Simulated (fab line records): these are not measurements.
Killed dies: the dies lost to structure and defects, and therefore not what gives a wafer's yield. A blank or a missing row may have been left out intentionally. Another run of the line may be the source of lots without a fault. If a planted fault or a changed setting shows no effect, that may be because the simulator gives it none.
Chamber matching	flow sky130	SKY_VIA2_ETCH_14 on rie-diel-04 has 4 sister chambers
The step etches BARC in N2/H2, stops on SiO2, time 45.9 s, target depth 60 nm. 4 wafers are shown with their chamber, then 8 later ones without.

## WAFERS WITH THEIR CHAMBER
wafer	chamber	drypump-motor-current-A (A)
L087.5	1	6.5
L089.1	0	4.7
L089.3	3	6.2
L092.1	2	5.5

## WAFERS MISSING THEIR CHAMBER
wafer	drypump-motor-current-A (A)
L092.2	4.7
L092.5	5.6
L093.2	6.5
L093.3	4.7
L093.4	6.2
L095.1	6.5
L095.3	5.5
L095.5	6.5

## WHICH CHAMBER EACH ONE RAN IN
wafer	from the rows above	in truth
L092.2	0	0
L092.5	2	2
L093.2	1	1
L093.3	0	0
L093.4	3	3
L095.1	1	1
L095.3	2	2
L095.5	1	1
Placed correctly: 8 of 8. Left unplaced by these rows: 0. Placed wrongly: 0.
How it was worked out, from the rows above alone: a wafer's distance from a chamber is the root of the sum, over the readings, of the square of ((its reading less the chamber's mean) divided by the reading's scatter). If the next closest chamber is less than 2 further off than the closest, the wafer can't be placed; otherwise it belongs to the closest. Each chamber's mean is taken over the wafers shown for it. The scatter (one wafer shown for each chamber): square how far every hidden wafer sits from the nearest shown wafer, average those squares and take the square root.
